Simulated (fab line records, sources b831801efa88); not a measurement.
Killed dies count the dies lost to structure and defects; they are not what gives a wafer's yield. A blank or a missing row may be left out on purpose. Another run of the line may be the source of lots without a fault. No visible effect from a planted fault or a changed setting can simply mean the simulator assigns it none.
Which of the tools did it?    flow sky130    15 lots, 45 wafers sampled, at 7 steps of a route of 708

## WHAT THE GAUGES READ, wafer by wafer
SKY_PWDE_TW_MEAS_10. Usual: PWDE_TW gives 374.3 (standard deviation 3).
lot   measured     on             PWDE_TW            flag
L960  day 4 02:32  film_metro-01  377.6 375.1 378.6  
L961  day 4 10:42  film_metro-01  375.7 374.3 374.5  
L962  day 4 13:46  film_metro-03  370.2 371.9 373.3  
L964  day 5 02:40  film_metro-03  371.5 371.6 367.7  
L965  day 5 04:57  film_metro-03  370.5 370.7 367.1  
L968  day 5 22:00  film_metro-01  377.4 376.7 378.0  
L969  day 6 03:16  film_metro-01  374.9 373.4 377.7  
L970  day 6 12:54  film_metro-01  374.7 375.5 376.8  
L971  day 6 23:31  film_metro-04  372.9 374.9 374.2  
L972  day 7 03:16  film_metro-04  380.2 377.1 377.9  
L975  day 7 15:46  film_metro-04  377.6 376.2 378.0  
L976  day 7 23:34  film_metro-01  372.7 373.7 371.8  
L977  day 8 04:14  film_metro-04  373.5 373.3 374.1  
L979  day 8 12:10  film_metro-04  374.6 373.8 373.2  
L981  day 9 02:44  film_metro-03  367.5 368.8 367.8  

SKY_VT_ADJUST_LVTN_OVL_MEAS_18. Usual: VT_ADJUST_LVTN_01_OVL gives -1.2 nm (standard deviation 1.4).
lot   measured      on          VT_ADJUST_LVTN_01_OVL (nm)  flag
L960  day 7 23:39   overlay-02  -1.4 -1.8 -3.4              
L961  day 8 08:14   overlay-01  0.3 -0.4 1.2                
L962  day 8 14:00   overlay-02  -1.3 -1.4 -1.6              
L964  day 9 04:32   overlay-01  -1.8 -1.4 -3.2              
L965  day 9 06:53   overlay-01  -1.0 -1.5 -0.6              
L968  day 10 06:24  overlay-02  0.0 1.4 1.6                 
L969  day 10 10:36  overlay-01  -4.1 -2.3 -1.6              
L970  day 10 22:12  overlay-01  - - -                       OFF
L971  day 11 10:16  overlay-01  - - -                       OFF
L972  day 11 18:07  overlay-01  - - -                       OFF
L975  day 12 07:48  overlay-02  -0.7 -3.3 -1.9              
L976  day 12 16:29  overlay-01  0.1 1.5 -1.4                
L977  day 12 22:38  overlay-02  -0.1 -4.0 0.4               
L979  day 13 08:41  overlay-02  -0.6 -1.1 -0.9              
L981  day 14 00:56  overlay-02  0.4 2.6 3.2                 

SKY_VT_ADJUST_NCORE_TW_MEAS_11. Usual: VT_ADJUST_NCORE_TW gives 219.6 (standard deviation 2.6).
lot   measured      on             VT_ADJUST_NCORE_TW  flag
L960  day 8 21:06   film_metro-02  218.3 219.2 218.0   
L961  day 9 05:24   film_metro-02  217.6 218.5 217.9   
L962  day 9 11:50   film_metro-02  217.8 217.7 217.4   
L964  day 10 02:47  film_metro-02  217.3 217.6 217.2   
L965  day 10 05:37  film_metro-01  221.7 223.1 221.2   
L968  day 11 05:43  film_metro-01  222.7 222.0 221.4   
L969  day 11 10:10  film_metro-03  214.8 216.7 215.4   
L970  day 11 22:34  film_metro-02  245.8 246.1 246.9   OFF
L971  day 12 10:58  film_metro-01  251.7 252.1 252.1   OFF
L972  day 12 18:27  film_metro-01  252.8 250.9 252.0   OFF
L975  day 13 09:16  film_metro-01  223.2 223.8 222.1   
L976  day 13 17:58  film_metro-02  216.6 217.1 216.7   
L977  day 14 00:38  film_metro-03  217.2 217.6 217.7   
L979  day 14 10:32  film_metro-01  222.1 221.9 222.2   
L981  day 15 02:56  film_metro-01  222.4 222.3 222.3   

SKY_VT_ADJUST_HVTR_TW_MEAS_11. Usual: VT_ADJUST_HVTR_TW gives 211.9 (standard deviation 2.4).
lot   measured      on             VT_ADJUST_HVTR_TW  flag
L960  day 9 18:43   film_metro-01  212.5 213.7 213.6  
L961  day 10 03:05  film_metro-01  214.5 214.7 214.4  
L962  day 10 09:56  film_metro-01  213.5 213.7 213.6  
L964  day 11 01:31  film_metro-04  213.2 212.5 214.3  
L965  day 11 03:56  film_metro-03  208.8 207.4 208.2  
L968  day 12 05:05  film_metro-04  211.4 211.6 210.5  
L969  day 12 10:34  film_metro-01  212.8 213.1 212.6  
L970  day 12 22:52  film_metro-04  245.0 244.6 244.8  OFF
L971  day 13 12:23  film_metro-01  249.0 248.0 248.2  OFF
L972  day 13 19:44  film_metro-03  238.8 239.9 239.8  OFF
L975  day 14 11:16  film_metro-03  209.9 209.7 210.5  
L976  day 14 19:01  film_metro-03  209.1 208.7 209.0  
L977  day 15 02:37  film_metro-03  207.3 208.4 207.0  
L979  day 15 11:34  film_metro-04  211.8 211.6 211.6  
L981  day 16 05:23  film_metro-01  213.4 213.7 213.0  

SKY_GATE_OXIDE_THK_MEAS_02. Usual: GATE_OXIDE_OXIDATION_00_THK gives 10.40 nm (standard deviation 0.17).
lot   measured      on             GATE_OXIDE_OXIDATION_00_THK (nm)  flag
L960  day 13 02:27  film_metro-04  10.29 10.48 10.31                 
L961  day 13 09:13  film_metro-04  10.39 10.68 10.48                 
L962  day 13 18:34  film_metro-04  10.60 10.43 10.60                 
L964  day 14 18:04  film_metro-04  10.38 10.58 10.46                 
L965  day 14 18:04  film_metro-01  10.31 10.28 10.22                 
L968  day 15 20:26  film_metro-01  10.44 10.55 10.68                 
L969  day 16 06:31  film_metro-04  10.33 10.32 10.25                 
L970  day 16 19:08  film_metro-04  10.34 10.17 10.22                 
L971  day 17 05:18  film_metro-01  10.46 10.29 10.53                 
L972  day 17 10:34  film_metro-04  10.33 10.29 10.31                 
L975  day 18 05:59  film_metro-04  10.21 10.11 10.24                 
L976  day 18 16:24  film_metro-03  10.28 10.24 10.49                 
L977  day 19 03:27  film_metro-04  10.37 10.40 10.53                 
L979  day 19 10:30  film_metro-03  10.73 10.67 10.60                 
L981  day 20 09:04  film_metro-03  10.31 10.28 10.35                 

SKY_LOCAL_INTERCONNECT_THK_MEAS_02: measures by xrf. Usual: LOCAL_INTERCONNECT_TIN_THK gives 99.6 nm (standard deviation 1.3).
lot   measured      on             LOCAL_INTERCONNECT_TIN_THK (nm)  flag
L960  day 29 08:21  film_metro-03  100.6 100.4 99.9                 
L961  day 30 01:22  film_metro-02  101.8 100.2 102.6                
L962  day 30 08:17  film_metro-03  97.7 99.3 97.7                   
L964  day 31 09:16  film_metro-03  98.8 100.5 101.8                 
L965  day 31 04:20  film_metro-04  99.1 96.6 99.0                   
L968  day 32 11:38  film_metro-04  99.0 97.7 99.3                   
L969  day 32 18:22  film_metro-02  100.2 100.7 100.4                
L970  day 33 06:44  film_metro-03  99.0 100.0 98.1                  
L971  day 33 14:41  film_metro-02  99.3 99.2 100.2                  
L972  day 33 20:14  film_metro-03  100.4 101.2 100.1                
L975  day 34 12:02  film_metro-04  100.4 97.5 99.6                  
L976  day 34 20:56  film_metro-02  98.6 100.3 100.5                 
L977  day 35 07:58  film_metro-03  100.4 98.8 99.6                  
L979  day 35 14:51  film_metro-02  99.3 99.8 99.9                   
L981  day 36 02:59  film_metro-04  101.1 101.6 100.7                

## WHICH TOOL RAN EACH LOT (tool, then ch and the chambers of the sampled wafers, then the start)
lot   SKY_VT_ADJUST_LVTN_COAT_13
L960  litho_track-04 ch 0, day 7 13:17
L961  litho_track-02 ch 0, day 7 21:57
L962  litho_track-03 ch 0, day 8 03:18
L964  litho_track-04 ch 0, day 8 17:57
L965  litho_track-02 ch 0, day 8 20:30
L968  litho_track-04 ch 0, day 9 18:50
L969  litho_track-03 ch 0, day 9 23:22
L970  litho_track-04, day 10 10:50
L971  litho_track-04, day 10 22:54
L972  litho_track-02, day 11 06:21
L975  litho_track-02 ch 0, day 11 19:48
L976  litho_track-02 ch 0, day 12 04:57
L977  litho_track-02 ch 0, day 12 10:27
L979  litho_track-02 ch 0, day 12 19:32
L981  litho_track-02 ch 0, day 13 12:27
- SKY_VT_ADJUST_LVTN_COAT_13: resist thk 1140 nm.

## WHAT THE TOOLS THEMSELVES READ (means of the sampled wafers that have a number; where no wafer has one, the mark that the record gives instead)
SKY_VT_ADJUST_LVTN_COAT_13. Usual: chill_plate_temp_C 22.96 C, standard deviation 0.12; dispense_pressure_kPa 52.7 kPa, standard deviation 0.63.
lot   tool            chill_plate_temp_C (C)  dispense_pressure_kPa (kPa)  flag
L960  litho_track-04  22.93                   52.9                         
L961  litho_track-02  22.89                   52.0                         
L962  litho_track-03  22.69                   53.4                         
L964  litho_track-04  22.88                   52.9                         
L965  litho_track-02  22.97                   52.0                         
L968  litho_track-04  22.93                   52.9                         
L969  litho_track-03  23.08                   53.4                         
L970  litho_track-04  -                       -                            OFF
L971  litho_track-04  -                       -                            OFF
L972  litho_track-02  -                       -                            OFF
L975  litho_track-02  22.97                   52.0                         
L976  litho_track-02  23.14                   52.0                         
L977  litho_track-02  22.92                   52.0                         
L979  litho_track-02  23.13                   52.0                         
L981  litho_track-02  22.92                   52.0                         

## THE ANSWER, worked out from the rows above alone
Rule: lot off if the mean of its wafers having a number is beyond 3 standard deviations from the usual mean. A lot without any number at a reading at which 4 lots or more have one is off too. Where the step has rows for the other lots, those lots are counted as sound. First the gauges in route order, then the tools' own readings, where a lot's mean is used as printed above. The first step at which some lot is off is used, and at that step the reading that is off furthest; a lot without a number counts as furthest.
Off: at SKY_VT_ADJUST_LVTN_OVL_MEAS_18 (VT_ADJUST_LVTN_01_OVL), L970, L971, L972. Without a number there: L970, L971, L972.
If a tool, at a process step before that reading, ran all the lots that are off and no sound lot after the first of them, it fits. The gauges at SKY_VT_ADJUST_LVTN_OVL_MEAS_18 aren't tried: what is off there is off at SKY_VT_ADJUST_NCORE_TW_MEAS_11 too, on other tools, and a gauge's error can't cause that. None of those tried fits.

## WHAT THE SIMULATOR HAD INSERTED
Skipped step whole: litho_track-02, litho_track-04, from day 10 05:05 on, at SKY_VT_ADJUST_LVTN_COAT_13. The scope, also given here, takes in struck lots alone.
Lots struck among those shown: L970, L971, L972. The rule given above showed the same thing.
